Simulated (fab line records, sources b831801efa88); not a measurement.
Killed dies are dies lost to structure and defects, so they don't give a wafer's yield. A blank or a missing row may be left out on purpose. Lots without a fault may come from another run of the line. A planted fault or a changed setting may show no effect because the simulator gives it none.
Problem report in the 8D (eight disciplines) form, filled by code | flow gf180mcu | the parts of the form that need people (team, actions taken, sign-off) are left out

1. THE PROBLEM
V1_CVD_00_THK at GF_V1_THK_MEAS_01 reads a mean of 302 nm on 6 wafers of 2 lots; wafers without a fault read 601 nm with a standard deviation of 5.8. That is -51 standard deviations from the usual mean.
First seen on wafer L672.1, day 21 20:25, on film_metro-04. The record holds 39 wafers of 13 lots with a number at this step. Rule for "out", or "out of limits": more than 4 standard deviations from the usual mean. The other wafers with a number count as sound.

2. WHAT IT IS AND WHAT IT IS NOT
question                    | is                           | is not
which readings at this step | V1_CVD_00_THK                | -
which lots                  | L672, L673                   | L660, L661, L662, L663, L666, L667, L668, L670, L675, L682, L683
which wafers of those lots  | all that have a number       | -
read on which gauges        | film_metro-02, film_metro-04 | film_metro-01
when                        | from day 21 20:25            | up to then (24 sound wafers); but 9 sound wafers of L675, L682, L683 came after

3. SUSPECTS, AND WHAT RULES EACH OUT
Counting: a tool at a process step up to the reading stays a suspect if it ran every lot that is out and no sound lot after the first of them.
- the gauge at GF_V1_THK_MEAS_01: ruled out. The wafers that are out were read on 2 gauges (film_metro-02, film_metro-04).
- hdpcvd-02 at GF_V1_CVD_00 (deposits SiO2, target thk 600 nm, time 100 s): ruled out as a lasting fault. Sound lots L682 ran on it after its first lot that is out, L672 (day 21 20:20).
Left after counting: nothing in the record.

4. THE CAUSE (what the simulator had put in)
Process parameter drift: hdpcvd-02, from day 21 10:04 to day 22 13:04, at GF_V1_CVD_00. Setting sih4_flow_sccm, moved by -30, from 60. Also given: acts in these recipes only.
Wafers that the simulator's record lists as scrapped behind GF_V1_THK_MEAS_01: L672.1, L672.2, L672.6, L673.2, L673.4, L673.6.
Counting ruled it out, wrongly: the rule takes a fault to strike every lot that its tool runs from its start on, and this one did not.

5. THE CHAIN OF EFFECTS, in route order
Each row: a reading whose mean over the struck wafers that have a number lies more than 3 standard deviations from the usual. Only readings for which the record gives a usual standard deviation are gone through. hours: the time from each lot's start at the first step in this table that gives one to its start at this step, as a median over the lots. sigmas: the change in usual standard deviations.
hours | step              | reading        | usual      | on struck wafers | change | sigmas
0     | GF_V1_CVD_00      | sih4_flow_sccm | 60.02 sccm | 30.07            | -29.96 | -99 or more
0     | GF_V1_THK_MEAS_01 | V1_CVD_00_THK  | 601 nm     | 302              | -299   | -51
The process steps in it:
- GF_V1_CVD_00: deposits SiO2, target thk 600 nm, time 100 s.

6. WHAT WOULD HAVE CAUGHT IT SOONER
In this record the first reading out of limits at a measuring or inspecting step was taken at day 21 20:25, 10 hours after the fault began at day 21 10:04.
The tool's own readings at GF_V1_CVD_00 were out on every struck wafer that the step has a row for (sih4_flow_sccm): an alarm limit on them would have fired on the first of those.
